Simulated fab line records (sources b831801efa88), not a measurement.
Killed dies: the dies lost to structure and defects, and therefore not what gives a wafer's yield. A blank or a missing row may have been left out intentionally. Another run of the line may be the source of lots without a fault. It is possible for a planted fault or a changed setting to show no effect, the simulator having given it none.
Code-filled problem report in 8D (eight disciplines) form    flow sky130    the parts of the form that need people (team, actions taken, sign-off) are left out

== 1. WHAT IS WRONG ==
Mean VIA2_HDPCVD_THK at SKY_VIA2_THK_MEAS_01: 1546 nm over 2 wafers in 2 lots; fault-free wafers: 1175 nm, standard deviation 11. That is +34 standard deviations from the usual mean.
First observed at day 41 07:11: wafer L596.6, on filmMetro-02. The record has a number at this step for 33 wafers belonging to 11 lots. Rule for "out" (also "out of limits"): further than 4 standard deviations from the usual mean. The rest of the wafers with a number are treated as sound.

== 2. WHAT THIS IS AND IS NOT ==
question                     is                          is not
which readings at this step  VIA2_HDPCVD_THK             -
which lots                   L596, L598                  L577, L578, L579, L580, L582, L586, L588, L590, L599
which wafers of those lots   L596.6, L598.6              L596.2, L596.5, L598.4, L598.5
read on which gauges         filmMetro-02, filmMetro-03  filmMetro-04
when                         from day 41 07:11           up to then (26 sound wafers); but 5 sound wafers of L598, L599 came after

== 3. WHAT RULES OUT EACH SUSPECT ==
Counting: a tool at a process step up to the reading stays a suspect if it ran every lot that is out. Sound lots after the first of them don't rule it out here, since some wafers of a struck lot are sound.
- the gauge at SKY_VIA2_THK_MEAS_01 is ruled out. The wafers that are out were read on 2 gauges (filmMetro-02, filmMetro-03).
- pvdSputter-04 at SKY_METAL2_SPUTTER_01 (material TiN, target thk 20 nm, time 16.7 s): kept. Every lot that is out went through it, the first being L596 (day 40 06:13); the last sound lot it ran before that was L590 (day 38 16:28).
- pvdSputter-04 at SKY_METAL2_SPUTTER_04 (material TiN, target thk 70 nm, time 58.3 s): kept. Every lot that is out went through it, the first being L596 (day 40 06:17); the last sound lot it ran before that was L590 (day 38 16:32).
- hdpcvd-02 at SKY_VIA2_HDPCVD_00 (deposits SiO2, target thk 1180 nm, time 196.7 s): kept. Every lot that is out went through it, the first being L596 (day 41 07:03); the last sound lot it ran before that was L588 (day 39 05:17). Its own runLengthS readings are out on those wafers.
- In hdpcvd-02 at SKY_VIA2_HDPCVD_00, the wafers that are out were processed in chamber 0 and their sound lot-mates in chambers 1, 2.
Still standing after the count: pvdSputter-04 at SKY_METAL2_SPUTTER_01, pvdSputter-04 at SKY_METAL2_SPUTTER_04, hdpcvd-02 at SKY_VIA2_HDPCVD_00.

== 4. THE CAUSE (what the simulator had put in) ==
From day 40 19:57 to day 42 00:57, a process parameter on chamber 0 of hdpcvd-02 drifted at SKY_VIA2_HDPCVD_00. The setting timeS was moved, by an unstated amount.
Counting left 3 suspects, and this tool is among them.

== 5. THE CHAIN OF EFFECTS, in route order ==
Each row: a reading where the mean over the struck wafers with a number is more than 3 standard deviations away from the usual. Scope: only readings with a usual standard deviation given in the record; hours: median across lots of the time from each lot's start at the first step in this table that gives one to its start at this step; sigmas: change in usual standard deviations.
hours  step                  reading          usual    on struck wafers  change  sigmas
0      SKY_VIA2_HDPCVD_00    runLengthS       224.2 s  282.4             +58.2   +99 or more
0      SKY_VIA2_THK_MEAS_01  VIA2_HDPCVD_THK  1175 nm  1546              +371    +34
Process steps it contains:
- SKY_VIA2_HDPCVD_00: deposits SiO2, target thk 1180 nm, time 196.7 s.

== 6. HOW IT WOULD HAVE BEEN CAUGHT EARLIER ==
The first out-of-limits reading at a measuring or inspecting step in this record came at day 41 07:11, 11 hours after the fault's start at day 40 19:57.
Tool's own readings at SKY_VIA2_HDPCVD_00, runLengthS: out on all struck wafers the step has rows for; an alarm limit on them would have tripped on the first.
Lots out: 2; of these, L598 started SKY_VIA2_HDPCVD_00 on hdpcvd-02 after day 41 07:11. Had the tool been put on hold then, it would have been spared.
